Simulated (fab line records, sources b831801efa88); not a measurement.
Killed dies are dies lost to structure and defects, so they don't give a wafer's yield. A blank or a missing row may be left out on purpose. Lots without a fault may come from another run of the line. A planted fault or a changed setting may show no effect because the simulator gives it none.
Chamber matching | flow sfq_line | SFQ_TRILAYER_A5B_CMP_CMP_130 on cmp-01: 4 sister chambers
The step polishes, stops on Nb, target thk 340.7 nm. 8 wafers are shown with their chamber, then 8 later ones without.

WAFERS WITH THEIR CHAMBER
wafer  | chamber | motor_current_A (A) | edge_zone_pressure_frac
L999.1 | 2       | 9.5                 | 0.999
L999.6 | 0       | 9.4                 | 0.992
L102.5 | 2       | 9.6                 | 0.997
L102.6 | 1       | 9.6                 | 1.000
L103.1 | 0       | 9.1                 | 1.007
L103.4 | 1       | 9.5                 | 1.004
L103.5 | 3       | 10.1                | 0.993
L107.3 | 3       | 10.2                | 0.999

WAFERS WITHOUT THEIR CHAMBER
wafer  | motor_current_A (A) | edge_zone_pressure_frac
L107.5 | 10.1                | 1.004
L107.6 | 9.9                 | 0.993
L117.2 | 9.4                 | 0.999
L117.1 | 9.9                 | 1.005
L117.6 | 9.4                 | 0.993
L119.2 | 9.8                 | 0.991
L119.4 | 9.0                 | 1.011
L119.5 | 10.8                | 0.992

WHICH CHAMBER EACH WENT THROUGH
wafer  | from the rows above          | in truth
L107.5 | 3                            | 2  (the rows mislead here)
L107.6 | can't be placed: 3 or 2 or 1 | 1
L117.2 | can't be placed: 0 or 2 or 1 | 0
L117.1 | can't be placed: 3 or 1 or 2 | 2
L117.6 | can't be placed: 2 or 0 or 1 | 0
L119.2 | can't be placed: 2 or 1 or 3 | 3
L119.4 | can't be placed: 0 or 1      | 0
L119.5 | 3                            | 3
Placed correctly: 1 of 8. Can't be placed from these rows: 6 (the true chamber is among the candidates in 6). Placed wrongly: 1.
How it was worked out, from the rows above alone: a wafer's distance from a chamber is the root of the sum, over the readings, of the square of ((its reading less the chamber's mean) divided by the reading's scatter). The wafer belongs to the nearest chamber; if the next one is less than 2 further off, it can't be placed. A chamber's mean is the mean of its shown wafers. The scatter: the root of (the sum of the squares of (reading less its chamber's mean) over the shown wafers, divided by (wafers less chambers)).
